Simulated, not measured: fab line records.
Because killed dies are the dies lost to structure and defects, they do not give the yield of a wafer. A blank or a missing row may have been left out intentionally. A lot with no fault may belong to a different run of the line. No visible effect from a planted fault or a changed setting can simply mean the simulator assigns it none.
One fault through the eyes of 2 desks + flow sky130 + what lay behind the numbers comes last; until then each desk has only its own

== DESK OF THE TOOL OWNER: rie diel-03 ==
The tool's own readings at SKY_VIA1_ETCH_14 (etches BARC in N2/H2, stops on SiO2, time 45.9 s, target depth 60 nm): means of the sampled wafers that have a number, for each lot that ran on this tool. Marked OUT: a lot whose mean sits more than 4 standard deviations from the usual mean, which makes it out of limits; the brackets give that distance.
Columns: A = drypump motor current A at SKY_VIA1_ETCH_14, usual 5.7 A; B = oes product au at SKY_VIA1_ETCH_14, usual 0.855 a.u.; C = rf fwd power W at SKY_VIA1_ETCH_14, usual 495.3 W; D = throttle valve pct at SKY_VIA1_ETCH_14, usual 13.224 %
| lot  | first seen here | A   | B     | C     | D      |
|------|-----------------|-----|-------|-------|--------|
| L212 | day 32 23:01    | 5.6 | 0.853 | 495.6 | 13.223 |
| L219 | day 36 17:34    | 5.3 | 0.855 | 496.0 | 13.236 |
| L221 | day 37 10:52    | 5.7 | 0.853 | 495.8 | 13.228 |
| L222 | day 37 19:07    | 5.6 | 0.855 | 496.2 | 13.225 |
| L225 | day 39 17:04    | 5.6 | 0.854 | 495.5 | 13.223 |
| L227 | day 39 19:46    | 5.9 | 0.853 | 496.0 | 13.217 |
| L230 | day 40 02:19    | 5.9 | 0.854 | 493.2 | 13.226 |
Result from this desk: across the 7 lots, nothing is out of limits.

== THE METROLOGY DESK ==
What the gauges read, lot by lot, whatever tool the lot ran on: means of the sampled wafers that have a number. Marked OUT: a lot whose mean sits more than 4 standard deviations from the usual mean, which makes it out of limits; the brackets give that distance.
Columns: A = VIA1_W_THK at SKY_VIA1_THK_MEAS_23, usual 272 nm
| lot  | first seen here | A   |
|------|-----------------|-----|
| L212 | day 33 00:06    | 271 |
| L213 | day 34 01:14    | 270 |
| L214 | day 34 16:31    | 272 |
| L217 | day 35 21:26    | 275 |
| L219 | day 36 18:34    | 275 |
| L221 | day 37 11:51    | 273 |
| L222 | day 37 20:06    | 274 |
| L223 | day 38 00:10    | 274 |
| L225 | day 39 18:04    | 270 |
| L227 | day 39 20:44    | 273 |
| L230 | day 40 03:19    | 275 |
Result from this desk: across the 11 lots, nothing is out of limits.

== BROUGHT TOGETHER ==
The tool owner's desk saw nothing out of limits.
Nothing out of limits was seen by the metrology desk.

== WHAT WAS PUT IN BY THE SIMULATOR ==
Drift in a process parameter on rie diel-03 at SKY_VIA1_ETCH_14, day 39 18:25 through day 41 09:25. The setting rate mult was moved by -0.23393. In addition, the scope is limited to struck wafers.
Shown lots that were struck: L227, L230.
